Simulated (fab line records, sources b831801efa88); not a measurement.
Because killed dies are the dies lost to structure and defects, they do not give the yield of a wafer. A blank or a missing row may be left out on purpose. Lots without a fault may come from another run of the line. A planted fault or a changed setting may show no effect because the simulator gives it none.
A struck lot beside a sound one | flow sky130 | 45 steps out of a route of 708
Sound: these wafers, L312.1, L312.4, L312.5. Struck: wafers L318.1, L318.5, L318.6. Last of all comes the cause.
Order at every step that has rows: each side's tool, ch and its chambers, its first start. Under that, the readings that differ: sound wafers | struck wafers | difference of the means | sigmas: that difference in standard deviations of wafers without a fault.
alike: readings whose means differ by less than 2 such deviations, and words and numbers that are the same on both sides. not compared: withheld readings, readings that some wafer has no value for, bounds like >300 that may hide the same value, and numbers for which the record gives no deviation and whose values overlap.
A row with sigmas, a row that says differs or no value, or rows on one side alone: a step with any of these is where the two part. Numbers that have no deviation but don't overlap get no sigmas and don't part them. A reading that every wafer of one side lacks parts them only if that side has two wafers or more.

first, 8 steps without rows for these wafers: SKY_LDD_N_IMPLANT_08; SKY_LDD_N_IMPLANT_09; SKY_LDD_N_IMPLANT_10; SKY_LDD_N_IMPLANT_11; SKY_LDD_N_IMPLANT_12; SKY_LDD_N_IMPLANT_13; SKY_LDD_N_IMPLANT_14; SKY_LDD_N_IMPLANT_15.
SKY_LDD_N_STRIP_16: strips in O2/N2.
  sound on plasma-asher-01 ch 0,1, day 19 17:46; struck on plasma-asher-01 ch 0,1, day 22 04:13
  alike: drypump-motor-current-A, oes-product-au, strip-time-to-endpoint-s
  not compared: rf-hours-counter-h
SKY_LDD_N_TW_MEAS_17:
  sound on film-metro-03 at day 19 17:52; struck on film-metro-01 at day 22 04:19
  alike: LDD_N_TW
then, 2 steps without rows for these wafers: SKY_LDD_P_DEHYDRATE_00 (time 60 s); SKY_LDD_P_HMDS_01 (prime time 60 s).
SKY_LDD_P_COAT_02: resist thk 1140 nm.
  struck on litho-track-04, day 22 19:58; sound on litho-track-04 ch 0, day 20 09:34
  no value came back on the struck wafers for chill-plate-temp-C (C), dispense-pressure-kPa (kPa); on the sound wafers chill-plate-temp-C (C) reads 22.83 22.94 23.05
then, 4 steps without rows for these wafers: SKY_LDD_P_SOFTBAKE_03 (time 60 s); SKY_LDD_P_EXPOSE_04 (exposes mask PSDM, target cd 380 nm); SKY_LDD_P_PEB_05; SKY_LDD_P_DEVELOP_06 (develop time 60 s).
SKY_LDD_P_CD_MEAS_07 targets a cd of 380 nm.
  sound on cd-sem-02 at day 21 00:52; struck on cd-sem-02 at day 23 11:31
  reading    | sound             | struck | difference                    | sigmas
  cd-nm (nm) | 377.1 379.7 375.8 | - - -  | no value on the struck wafers |
SKY_LDD_P_OVL_MEAS_08:
  sound on overlay-02 at day 21 00:59; struck on overlay-02 at day 23 11:38
  reading        | sound       | struck | difference                    | sigmas
  LDD_P_OVL (nm) | 1.5 1.1 0.6 | - - -  | no value on the struck wafers |
after that, 1 step had no rows for these wafers: SKY_LDD_P_IMPLANT_09.
SKY_LDD_P_STRIP_10: strips in O2/N2.
  sound on plasma-asher-02 ch 1, day 21 01:10; struck on plasma-asher-03 ch 0,1, day 23 11:49
  no value came back on the struck wafers for oes-product-au (a.u.), strip-time-to-endpoint-s (s); on the sound wafers oes-product-au (a.u.) reads 0.711 0.712 0.715
  alike: drypump-motor-current-A
  not compared: rf-hours-counter-h
SKY_LDD_P_TW_MEAS_11:
  sound on film-metro-04 at day 21 01:16; struck on film-metro-03 at day 23 11:55
  alike: LDD_P_TW
then, 7 steps without rows for these wafers: SKY_LDD_HVN_DEHYDRATE_00 (time 60 s); SKY_LDD_HVN_HMDS_01 (prime time 60 s); SKY_LDD_HVN_COAT_02 (resist thk 300 nm); SKY_LDD_HVN_SOFTBAKE_03 (time 60 s); SKY_LDD_HVN_EXPOSE_04 (exposes mask HVNTM, target cd 700 nm); SKY_LDD_HVN_PEB_05; SKY_LDD_HVN_DEVELOP_06 (develop time 60 s).
SKY_LDD_HVN_OVL_MEAS_07:
  sound on overlay-02 at day 22 07:55; struck on overlay-02 at day 24 18:40
  alike: LDD_HVN_OVL
after that, 1 step had no rows for these wafers: SKY_LDD_HVN_IMPLANT_08.
SKY_LDD_HVN_STRIP_09: strips in O2/N2.
  sound on plasma-asher-02 ch 1, day 22 08:07; struck on plasma-asher-03 ch 0,1, day 24 18:52
  alike: drypump-motor-current-A, oes-product-au, strip-time-to-endpoint-s
  not compared: rf-hours-counter-h
SKY_LDD_HVN_TW_MEAS_10:
  sound on film-metro-04 at day 22 08:13; struck on film-metro-02 at day 24 18:58
  alike: LDD_HVN_TW
then, 7 steps without rows for these wafers: SKY_LDD_HVP_DEHYDRATE_00 (time 60 s); SKY_LDD_HVP_HMDS_01 (prime time 60 s); SKY_LDD_HVP_COAT_02 (resist thk 300 nm); SKY_LDD_HVP_SOFTBAKE_03 (time 60 s); SKY_LDD_HVP_EXPOSE_04 (exposes mask HVPTM, target cd 700 nm); SKY_LDD_HVP_PEB_05; SKY_LDD_HVP_DEVELOP_06 (develop time 60 s).
SKY_LDD_HVP_OVL_MEAS_07:
  sound on overlay-01 at day 23 14:43; struck on overlay-02 at day 25 22:40
  alike: LDD_HVP_OVL
after that, 1 step had no rows for these wafers: SKY_LDD_HVP_IMPLANT_08.
SKY_LDD_HVP_TW_MEAS_10:
  sound on film-metro-03 at day 23 15:00; struck on film-metro-03 at day 25 22:57
  reading    | sound       | struck      | difference | sigmas
  LDD_HVP_TW | 457 456 455 | 699 701 698 | +243       | +50
SKY_LDD_LDN_TW_MEAS_13:
  sound on film-metro-03 at day 24 21:58; struck on film-metro-01 at day 27 03:19
  reading    | sound          | struck         | difference | sigmas
  LDD_LDN_TW | 1484 1475 1478 | 1493 1492 1498 | +15        | +2
-- record jumps: 22 days separate the struck wafers' starts on either side; left off in module LDD_LDN, taken up again in module PAD_OPEN, whose first shown step is the route's number 708 --
SKY_PAD_OPEN_PROBE_99:
  sound on prober-01 at day 47 03:47; struck on prober-01 at day 48 16:55
  reading             | sound    | struck      | difference | sigmas
  killed-at-front-end | 17 12 11 | 421 414 431 | +409       | +99 or more
  killed-dies         | 75 81 79 | 492 492 492 | +414       | +44
  killed-on-rim       | 8 19 19  | 96 96 96    | +81        | +22
  alike: killed_at_M0_to_M3, killed_at_M4_up, killed-at-contacts, killed-at-other, killed-open, killed-short

== WHERE THEY PART ==
Last at SKY_PAD_OPEN_PROBE_99 as far as this record goes, first at SKY_LDD_P_COAT_02.

WHY: the cause the simulator had injected
Beginning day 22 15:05, the whole step at SKY_LDD_P_COAT_02 was skipped on litho-track-04. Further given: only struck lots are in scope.
